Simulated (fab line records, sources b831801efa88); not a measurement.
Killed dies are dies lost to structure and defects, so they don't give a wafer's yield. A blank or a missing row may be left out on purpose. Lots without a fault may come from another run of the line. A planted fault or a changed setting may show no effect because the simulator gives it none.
Which tool did it? | flow gf180mcu | 10 lots, 30 wafers sampled, at 3 steps of a route of 602

WHAT THE GAUGES READ, wafer by wafer
GF_TOP_METAL_RS_MEAS_05: measures by four-point-probe.
lot  | measured     | on            | TOP_METAL_ALCU_RS (ohm/sq)
L605 | day 27 14:31 | film_metro-01 | 0.0334 0.0333 0.0331
L608 | day 28 08:02 | film_metro-01 | 0.0343 0.0327 0.0335
L613 | day 30 00:20 | film_metro-01 | 0.0323 0.0327 0.0324
L614 | day 30 09:34 | film_metro-01 | 0.0334 0.0323 0.0322
L619 | day 31 12:02 | film_metro-01 | 0.0328 0.0326 0.0168 0.0329 0.0325 0.0167
L620 | day 31 16:17 | film_metro-01 | 0.0336 0.0337 0.0335
L622 | day 32 07:08 | film_metro-03 | 0.0329 0.0167 0.0322 0.0328 0.0167 0.0322
L626 | day 33 03:07 | film_metro-04 | 0.0329 0.0335 0.0322
L627 | day 33 07:41 | film_metro-01 | 0.0324 0.0326 0.0327
L628 | day 33 12:14 | film_metro-01 | 0.0333 0.0332 0.0334

WHICH TOOL RAN EACH LOT (tool, then ch and the chambers of the sampled wafers, then the start)
lot  | GF_V5_CMP_04                  | GF_TOP_METAL_SPUTTER_02
L605 | cmp-01 ch 0,1,2, day 26 16:19 | pvd_sputter-03, day 27 14:24
L608 | cmp-02 ch 0,1,2, day 27 10:27 | pvd_sputter-01, day 28 07:56
L613 | cmp-01 ch 0,1,3, day 29 02:17 | pvd_sputter-03, day 30 00:15
L614 | cmp-02 ch 1,2, day 29 11:18   | pvd_sputter-01, day 30 09:29
L619 | cmp-01 ch 0,2, day 30 16:10   | pvd_sputter-03, day 31 11:57
L620 | cmp-02 ch 0,1,3, day 30 20:39 | pvd_sputter-01, day 31 16:12
L622 | cmp-01 ch 1,2, day 31 11:47   | pvd_sputter-03, day 32 07:02
L626 | cmp-02 ch 0,3, day 32 08:55   | pvd_sputter-01, day 33 02:59
L627 | cmp-01 ch 1,2,3, day 32 13:11 | pvd_sputter-02, day 33 07:34
L628 | cmp-01 ch 0,1, day 32 18:54   | pvd_sputter-01, day 33 12:06
- GF_V5_CMP_04: polishes SiO2.
- GF_TOP_METAL_SPUTTER_02: material AlCu, target thk 900 nm, time 47.82 s.

THE ANSWER, worked out from the rows above alone
Rule: what is usual is taken from the lots themselves. Put in order of their means at a reading, lots are off if they are a third of the lots or fewer, leave a main group of 4 or more, and stand apart from it by a gap of 3 or more times the standard deviation of the main group's means; of several such gaps the widest counts. A main group whose means are all the same, to the digits that the tables above print for the reading, isn't used. A lot without any number at a reading at which 4 lots or more have one is off too. The other lots that the step has rows for count as sound.
Off: L619, L622, at GF_TOP_METAL_RS_MEAS_05 (TOP_METAL_ALCU_RS). The main group: mean 0.0330 ohm/sq, standard deviation 0.00042.
A tool fits if, at a process step before that reading, it ran every lot that is off, and no sound lot after the first of them. The gauges at GF_TOP_METAL_RS_MEAS_05 are tried like those tools. One fits: pvd_sputter-03 at GF_TOP_METAL_SPUTTER_02. Its last sound lot is L613 (day 30 00:15), its first lot that is off L619 (day 31 11:57): a fault that began between those two fits.

WHAT THE SIMULATOR HAD PUT IN
Process parameter drift: pvd_sputter-03, from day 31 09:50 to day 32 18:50, at GF_TOP_METAL_SPUTTER_02. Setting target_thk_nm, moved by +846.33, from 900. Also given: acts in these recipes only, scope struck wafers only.
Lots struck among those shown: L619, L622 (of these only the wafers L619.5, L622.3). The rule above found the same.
